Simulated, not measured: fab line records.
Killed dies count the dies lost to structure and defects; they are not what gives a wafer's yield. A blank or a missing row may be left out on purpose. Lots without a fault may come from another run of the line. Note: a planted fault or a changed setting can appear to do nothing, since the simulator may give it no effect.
Chamber matching	flow gf180mcu	GF_V4_ETCH_16 on rie-diel-03: 4 sister chambers
The step etches BARC in N2/H2. 14 wafers are shown with their chamber, then 6 later ones without.

WAFERS PAIRED WITH THEIR CHAMBERS
wafer	chamber	drypump-motor-current-A (A)	throttle-valve-pct (%)	n2-flow-sccm (sccm)
L429.1	3	5.5	13.222	100.1
L429.3	0	6.0	13.220	100.0
L429.5	3	5.4	13.228	100.3
L430.3	3	5.4	13.223	99.4
L430.5	2	5.6	13.216	100.1
L430.6	1	5.1	13.225	100.1
L431.2	1	5.1	13.214	100.0
L431.3	2	5.7	13.214	99.8
L431.6	1	5.1	13.222	99.7
L432.1	1	5.1	13.240	100.5
L432.3	3	5.4	13.217	99.9
L432.5	1	5.1	13.246	100.1
L434.3	1	5.1	13.209	100.3
L434.4	0	6.0	13.209	100.7

SIGNATURES, as means of the wafers listed above
reading	chamber 0	chamber 1	chamber 2	chamber 3	scatter within a chamber
drypump-motor-current-A	6.000	5.100	5.650	5.425	0.0354
throttle-valve-pct	13.21450	13.22600	13.21500	13.22250	0.0108
n2-flow-sccm	100.350	100.117	99.950	99.925	0.333
Rule: for a wafer and a chamber, the distance is found by dividing, reading by reading, the gap between the wafer's reading and the chamber's mean by the reading's scatter, squaring, summing and taking the root. The wafer belongs to the nearest chamber; if the next one is less than 2 further off, it can't be placed. How the scatter is found: for the shown wafers, subtract from each reading the mean of its chamber, square and add these, divide the total by (wafers less chambers), then take the root.

WAFERS WITH NO CHAMBER GIVEN
wafer	drypump-motor-current-A (A)	throttle-valve-pct (%)	n2-flow-sccm (sccm)
L434.6	6.0	13.230	100.0
L437.1	5.9	13.212	100.3
L437.5	5.4	13.209	100.1
L437.6	5.6	13.234	99.5
L445.1	5.6	13.215	99.9
L445.6	5.4	13.230	100.1

WHICH CHAMBER EACH WENT THROUGH
wafer	from the rows above	in truth
L434.6	0	0
L437.1	0	0
L437.5	3	3
L437.6	2	2
L445.1	2	2
L445.6	3	3
6 of 6 placed correctly. From these rows, 0 cannot be placed. Number placed wrongly: 0.
